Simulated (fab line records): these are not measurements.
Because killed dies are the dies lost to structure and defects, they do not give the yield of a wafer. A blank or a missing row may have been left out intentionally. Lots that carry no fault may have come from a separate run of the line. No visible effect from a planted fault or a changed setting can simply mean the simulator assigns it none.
What tool caused it? || flow gf180mcu || 6 lots, 18 wafers sampled, at 1 step of a route of 602

## WHAT THE GAUGES SHOWED, per wafer
GF_STI_BOW_MEAS_00.
{"lot": "L995", "measured": "day 1 20:00", "on": "film_metro-02", "INCOMING_BOW (um)": "-4 0 3"}
{"lot": "L998", "measured": "day 2 11:04", "on": "film_metro-01", "INCOMING_BOW (um)": "-4 -2 -2"}
{"lot": "L107", "measured": "day 4 08:00", "on": "film_metro-04", "INCOMING_BOW (um)": "-2 6 -3"}
{"lot": "L109", "measured": "day 4 18:01", "on": "film_metro-02", "INCOMING_BOW (um)": "0 3 -5"}
{"lot": "L113", "measured": "day 5 14:00", "on": "film_metro-01", "INCOMING_BOW (um)": "6 3 -3"}
{"lot": "L115", "measured": "day 6 00:01", "on": "film_metro-04", "INCOMING_BOW (um)": "3 -9 4"}

## TOOL THAT RAN EACH LOT (tool first, then ch and the chambers of the sampled wafers, then the start)
No process step before these readings appears in the record.

## THE ANSWER, worked out from the rows above alone
Rule: the usual values come from the lots themselves. Put in order of their means at a reading, lots are off if they are a third of the lots or fewer, leave a main group of 4 or more, and stand apart from it by a gap of 3 or more times the standard deviation of the main group's means; of several such gaps the widest counts. A main group whose means are all the same, to the digits that the tables above print for the reading, isn't used. Also off: a lot with no number at a reading for which 4 or more lots have one. The other lots that the step has rows for count as sound.
Nothing can be told from this: no lot is off at any reading shown.

## WHAT HAD BEEN PUT IN BY THE SIMULATOR
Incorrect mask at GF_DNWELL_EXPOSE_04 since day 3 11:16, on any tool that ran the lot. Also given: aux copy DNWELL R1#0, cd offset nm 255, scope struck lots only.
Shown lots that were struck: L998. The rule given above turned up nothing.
